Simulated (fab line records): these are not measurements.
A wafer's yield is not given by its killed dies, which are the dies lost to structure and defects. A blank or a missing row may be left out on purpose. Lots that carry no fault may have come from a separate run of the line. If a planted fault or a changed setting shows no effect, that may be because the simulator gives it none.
Which tool was responsible?	flow sky130	11 lots, 33 wafers sampled, at 3 steps of a route of 708

== WHAT EACH GAUGE READ, for each wafer ==
SKY_NWELL_THK_MEAS_02.
lot	measured	on	NWELL_OXIDATION_THK (nm)
L977	day 2 10:52	film metro-01	10.12 10.08 10.16
L982	day 3 13:05	film metro-01	4.58 4.48 4.63
L983	day 3 20:10	film metro-03	4.63 4.67 4.61
L992	day 6 11:55	film metro-02	10.33 10.23 10.21
L993	day 6 11:55	film metro-01	10.05 10.24 10.05
L995	day 6 18:39	film metro-02	10.25 10.13 10.21
L996	day 6 18:35	film metro-01	10.08 10.34 10.24
L997	day 6 20:01	film metro-01	10.09 10.13 10.01
L998	day 7 07:46	film metro-03	10.00 10.11 10.09
L999	day 7 07:46	film metro-01	10.06 10.21 10.01
L100	day 7 17:59	film metro-02	10.19 10.19 9.99

== TOOL THAT RAN EACH LOT (tool first, then ch and the chambers of the sampled wafers, then the start) ==
lot	SKY_FIELD_ISO_ETCH_14	SKY_NWELL_OXIDATION_01
L977	rie diel-01 ch 0,2, day 2 04:49	furnace-01 ch 0, day 2 09:28
L982	rie diel-01 ch 0,1,2, day 3 04:58	furnace-01 ch 0, day 3 11:41
L983	rie diel-01 ch 0,1,2, day 3 13:16	furnace-01 ch 0, day 3 18:46
L992	rie diel-01 ch 0,2,3, day 5 11:58	furnace-02 ch 0, day 6 10:31
L993	rie diel-02 ch 1,2, day 5 16:19	furnace-02 ch 0, day 6 10:31
L995	rie diel-04 ch 0,1, day 6 02:07	furnace-02 ch 0, day 6 17:12
L996	rie diel-04 ch 0,2,3, day 6 08:37	furnace-02 ch 0, day 6 17:12
L997	rie diel-02 ch 0,1,3, day 6 13:28	furnace-02 ch 0, day 6 18:35
L998	rie diel-04 ch 0,2,3, day 7 00:49	furnace-01 ch 0, day 7 06:22
L999	rie diel-02 ch 0,2,3, day 7 01:52	furnace-01 ch 0, day 7 06:22
L100	rie diel-01 ch 1,2,3, day 7 11:13	furnace-02 ch 0, day 7 16:35
- SKY_FIELD_ISO_ETCH_14: etches BARC in N2/H2, stops on SiO2, time 45.9 s, target depth 60 nm.
- SKY_NWELL_OXIDATION_01: stabilise 600 s, purge 300 s, target thk 10 nm.

== THE ANSWER, worked out from the rows above alone ==
Rule: the usual values come from the lots themselves. Put in order of their means at a reading, lots are off if they are a third of the lots or fewer, leave a main group of 4 or more, and stand apart from it by a gap of 3 or more times the standard deviation of the main group's means; of several such gaps the widest counts. A main group is skipped when, at the precision printed for the reading in the tables above, its means are all equal. Also off: a lot with no number at a reading for which 4 or more lots have one. Any other lot the step has rows for is counted as sound.
Off: L982, L983, at SKY_NWELL_THK_MEAS_02 (NWELL_OXIDATION_THK). Main group: mean 10.14 nm, sd 0.063.
A tool fits if, at a process step before that reading, it ran every lot that is off, and no sound lot after the first of them. The gauges at SKY_NWELL_THK_MEAS_02 are tried like those tools. Not one of the candidates tried fits.

== WHAT THE SIMULATOR PUT IN ==
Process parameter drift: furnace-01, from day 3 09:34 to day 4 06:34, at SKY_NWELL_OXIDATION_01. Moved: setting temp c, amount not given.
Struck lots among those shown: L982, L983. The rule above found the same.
